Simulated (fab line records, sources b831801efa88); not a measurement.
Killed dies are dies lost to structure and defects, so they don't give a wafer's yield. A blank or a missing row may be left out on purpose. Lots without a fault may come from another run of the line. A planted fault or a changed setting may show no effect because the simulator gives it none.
Which tool did it? | flow gf180mcu | 7 lots, 21 wafers sampled, at 1 step of a route of 602

WHAT THE GAUGES READ, wafer by wafer
GF_STI_THK_MEAS_24.
lot  | measured    | on            | STI_CVD_23_THK (nm)
L866 | day 2 12:31 | film_metro-01 | 668 660 664
L869 | day 3 01:14 | film_metro-01 | 649 638 658
L870 | day 3 09:44 | film_metro-03 | 667 666 674
L873 | day 3 22:20 | film_metro-03 | 667 661 668
L876 | day 4 13:18 | film_metro-02 | 659 657 661
L883 | day 5 23:48 | film_metro-02 | 644 651 648
L885 | day 6 10:04 | film_metro-01 | 657 652 663

WHICH TOOL RAN EACH LOT (tool, then ch and the chambers of the sampled wafers, then the start)
The record holds no process step before these readings.

THE ANSWER, worked out from the rows above alone
Rule: what is usual is taken from the lots themselves. Put in order of their means at a reading, lots are off if they are a third of the lots or fewer, leave a main group of 4 or more, and stand apart from it by a gap of 3 or more times the standard deviation of the main group's means; of several such gaps the widest counts. A main group whose means are all the same, to the digits that the tables above print for the reading, isn't used. A lot without any number at a reading at which 4 lots or more have one is off too. The other lots that the step has rows for count as sound.
No lot is off at any reading shown: from this, nothing can be told.

WHAT THE SIMULATOR HAD PUT IN
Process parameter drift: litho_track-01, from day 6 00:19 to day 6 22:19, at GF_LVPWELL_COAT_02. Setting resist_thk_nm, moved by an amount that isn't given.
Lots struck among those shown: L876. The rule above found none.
